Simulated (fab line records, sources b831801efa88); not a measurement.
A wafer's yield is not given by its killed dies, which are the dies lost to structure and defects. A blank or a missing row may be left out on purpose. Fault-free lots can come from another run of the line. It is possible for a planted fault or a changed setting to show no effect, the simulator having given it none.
fab line records ; flow sky130
[record] lots = 13; wafers = 38; last-day = 51
route steps=708 shown LI_CONTACT@382 METAL4@601 METAL5@667 PASSIVATION@693 PAD_OPEN@708
lots with no fault: from the same line, run without faults
start-h: hours from the record's first day to the start of the lot's first wafer shown ; wait-h: hours since the lot's step before ; " unchanged from the row above ; L1.1+2: a single row standing in for several wafers ; - no value, or no start given ; * or withheld: withheld ; < > ~ a bound
route shown NAME@n: NAME is a module with steps in the file, n the number in the route of the first one ; usual: mean/standard deviation taken from wafers without a fault ; same: alike in all rows ; chamber/n: place in a boat ; sites: per-site readings ; _std_site: standard deviation across them ; _edge_site: outer sites' mean less inner sites' ; radius-mm: how far each site lies from the wafer's centre ; mask NAME#n: copy n ; behind: tool/chamber where the wafer was last shaped ; hold: reason for holding the lot/hours on hold/outcome of the hold ; device: names the non-switching transistor (n, p or np) ; end of line: at the end of the route, the tests of the same wafers ; a step without rows: its recipe alone ; killed: dies lost to structure and defects at the first sort, not the wafer's yield ; map: per-die view of a wafer (x killed, . not killed, _ where there is no die)
set.NAME: the setting the step ran with; set.NAME@STEP: the setting that earlier step ran with ; model.NAME: the simulator's own value behind a step, which no gauge read
one table for each step of the route and one row for each wafer, over a sample of lots
services: the hour from which a tool's chamber was out of use, counted from the record's first day as start-h (under 0 if before that day), plus the number of hours and why
[[steps]]
[step SKY_LI_CONTACT_SPUTTER_20]
[recipe] material = TiN; target-thk-nm = 20; chamber-pressure-pa = 5; power-w = 4000; time-s = 80
[usual] cathode-dc-power-W = 4000.0/0.7; throttle-valve-pct = 29.9/0.8
lot.wafer;tool;chamber;start-h;wait-h;cathode-dc-power-W;throttle-valve-pct
L818.2;pvd-sputter-03;-;684.51;0.0;4000.2;30.4
L818.3;pvd-sputter-03;-;684.51;0.0;4001.0;30.6
L818.4;pvd-sputter-03;-;684.51;0.0;4001.1;30.1
L820.1;pvd-sputter-04;-;706.66;0.0;4000.3;30.8
L820.2;pvd-sputter-04;-;706.66;0.0;4000.5;28.7
L820.3;pvd-sputter-04;-;706.66;0.0;4001.3;29.2
L821.2;pvd-sputter-04;-;709.61;0.0;3999.7;29.2
L821.5;pvd-sputter-04;-;709.61;0.0;3999.5;29.0
L821.6;pvd-sputter-04;-;709.61;0.0;4000.1;30.4
L822.2;pvd-sputter-03;-;719.11;0.0;3999.5;30.3
L822.5;pvd-sputter-03;-;719.11;0.0;3999.9;30.2
L822.6;pvd-sputter-03;-;719.11;0.0;4000.8;30.8
L824.4;pvd-sputter-03;-;746.76;0.0;4000.7;30.4
L824.5;pvd-sputter-03;-;746.76;0.0;4000.9;30.4
L824.6;pvd-sputter-03;-;746.76;0.0;4000.2;30.4
L826.1;pvd-sputter-04;-;758.21;0.0;3999.9;30.5
L826.3;pvd-sputter-04;-;758.21;0.0;3999.4;29.1
L826.5;pvd-sputter-04;-;758.21;0.0;4000.7;30.7
L827.1;pvd-sputter-04;-;769.38;0.0;3999.9;29.3
L827.5;pvd-sputter-04;-;769.38;0.0;4000.1;29.4
L827.6;pvd-sputter-04;-;769.38;0.0;4000.7;30.5
L828.1;pvd-sputter-03;-;773.41;0.0;3999.7;30.4
L828.5;pvd-sputter-03;-;773.41;0.0;3999.9;30.6
L828.6;pvd-sputter-03;-;773.41;0.0;3999.4;30.2
L829.1;pvd-sputter-04;-;783.61;0.0;3999.7;30.6
L829.4;pvd-sputter-04;-;783.61;0.0;4000.9;29.4
L829.5;pvd-sputter-04;-;783.61;0.0;4000.4;29.6
L830.1;pvd-sputter-03;-;786.45;0.0;3998.7;30.4
L830.2;pvd-sputter-03;-;786.45;0.0;3999.5;30.6
L830.6;pvd-sputter-03;-;786.45;0.0;3999.4;30.6
L832.2;pvd-sputter-04;-;809.21;0.0;3999.1;29.5
L832.3;pvd-sputter-04;-;809.21;0.0;3999.3;29.3
L832.5;pvd-sputter-04;-;809.21;0.0;4000.5;29.2
L837.1;pvd-sputter-04;-;852.56;0.0;4000.6;29.5
L837.2;pvd-sputter-04;-;852.56;0.0;4000.3;28.9
L840.4;pvd-sputter-02;-;872.48;0.0;3999.9;27.3
L840.5;pvd-sputter-02;-;872.48;0.0;4000.3;29.9
L840.6;pvd-sputter-02;-;872.48;0.0;3999.4;28.2
[step SKY_METAL4_SPUTTER_03]
[recipe] material = Ti; target-thk-nm = 5; power-w = 3000; time-s = 3.3; chamber-pressure-pa = 0.4
[usual] cathode-dc-power-W = 3000.0/0.53; throttle-valve-pct = 30.0/0.83
[same] time-s = 3.3
lot.wafer;tool;chamber;start-h;wait-h;cathode-dc-power-W;throttle-valve-pct
L818.2;pvd-sputter-01;-;941.56;0.0;3000.1;31.1
L818.3;pvd-sputter-01;-;941.56;0.0;2999.4;29.5
L818.4;pvd-sputter-01;-;941.56;0.0;3001.3;30.3
L820.1;pvd-sputter-03;-;960.02;0.0;3000.7;30.7
L820.2;pvd-sputter-03;-;960.02;0.0;2999.6;30.4
L820.3;pvd-sputter-03;-;960.02;0.0;2998.9;30.0
L821.2;pvd-sputter-02;-;965.22;0.0;2999.9;28.2
L821.5;pvd-sputter-02;-;965.22;0.0;2999.3;26.9
L821.6;pvd-sputter-02;-;965.22;0.0;3000.2;28.1
L822.2;pvd-sputter-03;-;970.60;0.0;3000.4;30.3
L822.5;pvd-sputter-03;-;970.60;0.0;3000.2;30.1
L822.6;pvd-sputter-03;-;970.60;0.0;3000.0;30.4
L824.4;pvd-sputter-03;-;997.62;0.0;2999.9;30.4
L824.5;pvd-sputter-03;-;997.62;0.0;3000.6;30.0
L824.6;pvd-sputter-03;-;997.62;0.0;3000.5;30.4
L826.1;pvd-sputter-01;-;1006.21;0.0;2999.6;30.2
L826.3;pvd-sputter-01;-;1006.21;0.0;2999.7;31.0
L826.5;pvd-sputter-01;-;1006.21;0.0;2999.7;29.5
L827.1;pvd-sputter-03;-;1017.11;0.0;3000.7;29.8
L827.5;pvd-sputter-03;-;1017.11;0.0;2999.6;30.3
L827.6;pvd-sputter-03;-;1017.11;0.0;3000.2;30.8
L828.1;pvd-sputter-03;-;1018.14;0.0;3000.8;30.9
L828.5;pvd-sputter-03;-;1018.14;0.0;3000.0;30.6
L828.6;pvd-sputter-03;-;1018.14;0.0;2999.6;30.3
L829.1;pvd-sputter-01;-;1027.86;0.0;2999.3;29.9
L829.4;pvd-sputter-01;-;1027.86;0.0;3000.3;30.7
L829.5;pvd-sputter-01;-;1027.86;0.0;3000.0;29.6
L830.1;pvd-sputter-02;-;1028.42;0.0;2999.0;28.4
L830.2;pvd-sputter-02;-;1028.42;0.0;2999.6;29.8
L830.6;pvd-sputter-02;-;1028.42;0.0;2999.0;28.4
L832.2;pvd-sputter-01;-;1047.77;0.0;2999.9;31.2
L832.3;pvd-sputter-01;-;1047.77;0.0;3000.0;29.4
L832.5;pvd-sputter-01;-;1047.77;0.0;2999.6;30.2
L837.2;pvd-sputter-03;-;1093.07;0.0;3000.5;30.3
L840.4;pvd-sputter-01;-;1099.00;0.0;3000.5;30.4
L840.5;pvd-sputter-01;-;1099.00;0.0;3000.3;31.1
L840.6;pvd-sputter-01;-;1099.00;0.0;2999.9;29.6
[step SKY_METAL5_THK_MEAS_06]
[recipe] thk-meas-gauge = xrf; reads = AlCu_of_METAL5_SPUTTER_02
[usual] METAL5_ALCU_THK = 1166/16
lot.wafer;tool;chamber;start-h;wait-h;METAL5_ALCU_THK[nm]
L818.2;film-metro-01;-;1018.05;0.1;1165
L818.3;film-metro-01;-;1018.05;0.1;1181
L818.4;film-metro-01;-;1018.05;0.1;1168
L820.1;film-metro-01;-;1035.54;0.1;1193
L820.2;film-metro-01;-;1035.54;0.1;1179
L820.3;film-metro-01;-;1035.54;0.1;1190
L821.2;film-metro-01;-;1039.99;0.1;1170
L821.5;film-metro-01;-;1039.99;0.1;1169
L821.6;film-metro-01;-;1039.99;0.1;1178
L822.2;film-metro-01;-;1044.01;0.1;1192
L822.5;film-metro-01;-;1044.01;0.1;1163
L822.6;film-metro-01;-;1044.01;0.1;1206
L824.4;film-metro-03;-;1069.52;0.1;1149
L824.5;film-metro-03;-;1069.52;0.1;1146
L824.6;film-metro-03;-;1069.52;0.1;1155
L826.1;film-metro-01;-;1075.77;0.1;1156
L826.3;film-metro-01;-;1075.77;0.1;1152
L826.5;film-metro-01;-;1075.77;0.1;1187
L827.1;film-metro-03;-;1097.40;0.1;1170
L827.5;film-metro-03;-;1097.40;0.1;1179
L827.6;film-metro-03;-;1097.40;0.1;1155
L828.1;film-metro-01;-;1097.70;0.1;1152
L828.5;film-metro-01;-;1097.70;0.1;1163
L828.6;film-metro-01;-;1097.70;0.1;1157
L829.1;film-metro-03;-;1097.87;0.1;1164
L829.4;film-metro-03;-;1097.87;0.1;1149
L829.5;film-metro-03;-;1097.87;0.1;1156
L830.1;film-metro-03;-;1098.60;0.1;1183
L830.2;film-metro-03;-;1098.60;0.1;1168
L830.6;film-metro-03;-;1098.60;0.1;1187
L832.2;film-metro-04;-;1115.92;0.1;1160
L832.3;film-metro-04;-;1115.92;0.1;1150
L832.5;film-metro-04;-;1115.92;0.1;1133
L837.2;film-metro-03;-;1156.91;0.1;1145
L840.4;film-metro-03;-;1161.90;0.1;1171
L840.5;film-metro-03;-;1161.90;0.1;1168
L840.6;film-metro-03;-;1161.90;0.1;1158
[step SKY_PASSIVATION_STRIP_12]
[recipe] chemistry = O2/N2; power-w = 1400; pressure-mtorr = 1500; platen-temp-c = withheld; overash-fraction = 0.7; o2-flow-sccm = 3000; n2-flow-sccm = 300
[usual] drypump-motor-current-A = 5.22/0.17; oes-product-au = 0.661/0.0048; strip-time-to-endpoint-s = 31.48/0.13
[same] overash-fraction = 0.7
lot.wafer;tool;chamber;start-h;wait-h;drypump-motor-current-A;oes-product-au;rf-hours-counter-h;strip-time-to-endpoint-s
L818.2;plasma-asher-03;0;1063.48;0.1;5.42;0.664;61;31.57
L818.3;plasma-asher-03;1;1063.48;0.1;5.18;0.658;-;31.59
L818.4;plasma-asher-03;0;1063.48;0.1;5.41;0.667;-;31.61
L820.1;plasma-asher-04;0;1079.73;0.1;4.92;0.661;34;31.52
L820.2;plasma-asher-04;1;1079.73;0.1;5.16;0.658;34;31.71
L820.3;plasma-asher-04;0;1079.73;0.1;4.89;0.661;-;31.56
L821.2;plasma-asher-04;1;1084.27;0.1;5.19;0.660;34;31.64
L821.5;plasma-asher-04;1;1084.27;0.1;5.17;0.673;-;31.51
L821.6;plasma-asher-04;0;1084.27;0.1;4.95;0.660;-;31.32
L822.2;plasma-asher-02;1;1087.17;0.1;5.39;0.656;2;31.49
L822.5;plasma-asher-02;1;1087.17;0.1;5.42;0.666;-;31.49
L822.6;plasma-asher-02;0;1087.17;0.1;5.09;0.655;-;31.76
L824.4;plasma-asher-02;1;1111.46;0.1;5.39;0.649;-;31.23
L824.5;plasma-asher-02;0;1111.46;0.1;5.06;0.664;-;31.63
L824.6;plasma-asher-02;1;1111.46;0.1;5.40;0.665;-;31.43
L826.1;plasma-asher-02;1;1117.72;0.1;5.38;0.658;5;31.58
L826.3;plasma-asher-02;0;1117.72;0.1;5.06;0.659;-;31.42
L826.5;plasma-asher-02;1;1117.72;0.1;5.39;0.664;-;31.67
L827.1;plasma-asher-02;1;1138.17;0.1;5.40;0.659;7;31.34
L827.5;plasma-asher-02;0;1138.17;0.1;5.07;0.659;-;31.47
L827.6;plasma-asher-02;1;1138.17;0.1;5.41;0.662;-;31.47
L828.1;plasma-asher-03;1;1138.52;0.1;5.19;0.659;68;31.36
L828.5;plasma-asher-03;0;1138.52;0.1;5.39;0.667;-;31.58
L828.6;plasma-asher-03;1;1138.52;0.1;5.19;0.664;-;31.28
L829.1;plasma-asher-04;0;1138.87;0.1;4.94;0.658;40;31.35
L829.4;plasma-asher-04;0;1138.87;0.1;4.90;0.661;-;31.16
L829.5;plasma-asher-04;0;1138.87;0.1;4.91;0.660;-;31.24
L830.1;plasma-asher-03;0;1139.32;0.1;5.42;0.654;68;31.53
L830.2;plasma-asher-03;1;1139.32;0.1;5.17;0.655;68;31.40
L830.6;plasma-asher-03;0;1139.32;0.1;5.41;0.664;-;31.38
L832.2;plasma-asher-02;0;1156.17;0.1;5.02;0.660;9;31.45
L832.3;plasma-asher-02;0;1156.17;0.1;5.06;0.662;-;31.36
L832.5;plasma-asher-02;1;1156.17;0.1;5.39;0.655;-;31.42
L837.2;plasma-asher-03;0;1192.07;0.1;5.36;0.661;72;31.54
L840.4;plasma-asher-03;0;1197.25;0.1;5.38;0.656;-;31.52
L840.5;plasma-asher-03;1;1197.25;0.1;5.19;0.659;-;31.49
L840.6;plasma-asher-03;0;1197.25;0.1;5.42;0.663;-;31.54
[step SKY_PAD_OPEN_PROBE_99]
[usual] killed_at_M0_to_M3 = 43/6; killed_at_M4_up = 3.2/1.9; killed-at-contacts = 25/5.4; killed-at-front-end = 15/4.5; killed-at-other = 0.3/0.59; killed-dies = 87/8.7; killed-on-rim = 17/3.5; killed-open = 47/6.7; killed-short = 39/5.7
[same] gross-dies = 492; killed-at-back-side = 0
lot.wafer;tool;chamber;start-h;wait-h;killed_at_M0_to_M3;killed_at_M4_up;killed-at-contacts;killed-at-front-end;killed-at-other;killed-dies;killed-on-rim;killed-open;killed-short
L820.1;prober-02;-;1102.69;0.1;36;4;25;17;0;82;18;44;37
L820.2;prober-02;-;1102.74;0.1;44;4;24;20;0;92;19;54;37
L820.3;prober-02;-;1102.79;0.2;47;6;29;23;0;105;22;61;44
L824.4;prober-02;-;1133.39;0.2;42;3;21;3;0;69;13;34;35
L824.5;prober-02;-;1133.44;0.2;50;4;16;19;0;89;13;50;39
L824.6;prober-02;-;1133.49;0.2;50;4;20;12;1;87;26;44;43
L832.2;prober-02;-;1176.14;0.1;47;4;21;12;0;84;15;49;34
L832.3;prober-02;-;1176.19;0.2;46;2;23;12;1;84;17;45;37
L832.5;prober-02;-;1176.29;0.2;47;7;29;13;0;96;20;48;47
L837.1;prober-01;-;1208.59;0.1;38;1;434;18;1;492;96;46;40
L837.2;prober-01;-;1208.64;0.1;34;1;34;12;0;81;17;47;34
// killed by level:class
L820.1 VIA1:geometric-particle:open=10 CONTACT:geometric-particle:open=10 VIA3:geometric-particle:open=7 CONTACT:geometric-particle:short=6 FIELD_ISO:geometric-particle:open=5 FIELD_ISO:geometric-particle:short=5 POLY_GATE:geometric-particle:short=4 LI_CONTACT:geometric-particle:open=4
L820.2 VIA1:geometric-particle:open=13 LI_CONTACT:geometric-particle:open=8 CONTACT:geometric-particle:open=8 POLY_GATE:geometric-particle:open=5 VIA1:geometric-particle:short=5 VIA2:geometric-particle:open=5 METAL2:geometric-particle:short=4 METAL3:geometric-particle:short=4
L820.3 CONTACT:geometric-particle:open=13 VIA1:geometric-particle:open=11 LI_CONTACT:geometric-particle:open=7 METAL1:geometric-particle:short=7 VIA3:geometric-particle:open=6 CONTACT:geometric-particle:short=6 POLY_GATE:geometric-particle:open=5 VIA2:geometric-particle:open=5
L824.4 VIA1:geometric-particle:open=11 VIA1:geometric-particle:short=8 CONTACT:geometric-particle:short=7 CONTACT:geometric-particle:open=6 VIA2:geometric-particle:open=6 VIA3:geometric-particle:open=5 METAL2:geometric-particle:short=4 LI_CONTACT:geometric-particle:open=4
L824.5 VIA1:geometric-particle:open=11 VIA3:geometric-particle:open=10 CONTACT:geometric-particle:short=7 VIA2:geometric-particle:open=7 FIELD_ISO:geometric-particle:open=6 VIA1:geometric-particle:short=6 VIA2:geometric-particle:short=6 POLY_GATE:geometric-particle:open=5
L824.6 VIA1:geometric-particle:open=13 CONTACT:geometric-particle:open=9 METAL1:geometric-particle:short=9 VIA1:geometric-particle:short=6 VIA2:geometric-particle:open=5 FIELD_ISO:geometric-particle:open=4 LI_CONTACT:geometric-particle:open=4 METAL2:geometric-particle:short=4
L832.2 CONTACT:geometric-particle:open=13 VIA1:geometric-particle:open=12 VIA2:geometric-particle:open=10 VIA1:geometric-particle:short=6 POLY_GATE:geometric-particle:open=4 METAL1:geometric-particle:short=4 CONTACT:geometric-particle:short=4 METAL1:geometric-particle:open=4
L832.3 VIA1:geometric-particle:open=16 LOCAL_INTERCONNECT:geometric-particle:short=7 VIA2:geometric-particle:open=7 CONTACT:geometric-particle:short=5 VIA3:geometric-particle:open=5 LI_CONTACT:geometric-particle:short=4 CONTACT:geometric-particle:open=4 VIA1:geometric-particle:short=4
L832.5 CONTACT:geometric-particle:open=12 VIA1:geometric-particle:open=10 METAL2:geometric-particle:short=7 LI_CONTACT:geometric-particle:open=6 CONTACT:geometric-particle:short=6 METAL1:geometric-particle:short=6 VIA2:geometric-particle:open=5 METAL4:geometric-particle:short=5
L837.1 LI_CONTACT:area-sputter=406 VIA1:geometric-particle:open=13 CONTACT:geometric-particle:open=10 POLY_GATE:geometric-particle:short=9 LOCAL_INTERCONNECT:geometric-particle:short=6 LI_CONTACT:geometric-particle:open=5 VIA3:geometric-particle:open=5 CONTACT:geometric-particle:short=4
L837.2 CONTACT:geometric-particle:open=14 VIA2:geometric-particle:open=8 LI_CONTACT:geometric-particle:open=7 VIA3:geometric-particle:open=7 LOCAL_INTERCONNECT:geometric-particle:short=7 POLY_GATE:geometric-particle:short=5 VIA1:geometric-particle:short=5 VIA3:geometric-particle:short=4
[[services]]
tool;chamber;start-h;hours;kind
pvd-sputter-02;-;706.93;5.4;repair
pvd-sputter-01;-;711.02;6.3;repair
plasma-asher-04;-;733.75;9.0;pm
plasma-asher-02;-;752.37;9.5;pm
pvd-sputter-01;-;756.69;4.0;repair
pvd-sputter-01;-;786.14;1.7;repair
plasma-asher-03;-;788.75;2.1;repair
plasma-asher-03;-;790.91;9.2;repair
pvd-sputter-01;-;853.43;13.4;repair
pvd-sputter-02;-;863.63;7.7;repair
pvd-sputter-03;-;867.32;3.9;repair
plasma-asher-02;-;907.05;1.3;repair
pvd-sputter-01;-;921.39;1.7;repair
pvd-sputter-03;-;965.07;5.4;repair
pvd-sputter-01;-;967.40;4.0;repair
pvd-sputter-01;-;1019.09;2.4;repair
plasma-asher-02;-;1055.30;9.0;pm
plasma-asher-02;0;1055.30;9.0;vent-cycle
plasma-asher-02;1;1055.30;9.0;vent-cycle
plasma-asher-03;-;1124.44;2.9;repair
pvd-sputter-03;-;1130.40;0.9;repair
plasma-asher-04;-;1157.19;3.5;repair
pvd-sputter-02;-;1159.99;2.1;repair
plasma-asher-03;-;1177.98;6.4;repair
[[key]]
[first-sign] step = SKY_PAD_OPEN_PROBE_99; reading = killed-at-contacts; direction = up; sigmas = 76; usual = 25; struck = 434
[effect] step = SKY_PAD_OPEN_PROBE_99; reading = killed-dies; direction = up; sigmas = 47; usual = 87; struck = 492
[more-kills-born-at] SKY_LI_CONTACT_SPUTTER_20@pvd-sputter-04 = 406
met-at SKY_LI_CONTACT_SPUTTER_20
struck-lots L837
struck-wafers L837.1
later-rows-left-out L837.1
tester-left-out L837
not-acting-at SKY_METAL4_SPUTTER_03,SKY_METAL5_THK_MEAS_06,SKY_PASSIVATION_STRIP_12
onset-between 809.21 852.56
[fault] kind = process-parameter-drift; tool = pvd-sputter-04; chamber = -; onset-h = 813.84; steps = SKY_LI_CONTACT_SPUTTER_20; channel = target-thk-nm; offset = -17.748; shape = step; end-h = 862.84; scope = struck-wafers-only; acts-in = these-recipes-only; stated = 20
// tester-left-out: of these lots the tester's yield and bins aren't shown, on N5 and GAA mostly nor the transistor test; their killed dies are dies lost to structure and defects alone, not to doping, threshold or leakage, so they don't give the yield
// later-rows-left-out: the simulator's readings of these wafers behind a module that went badly wrong aren't trusted and aren't shown, but for the sort
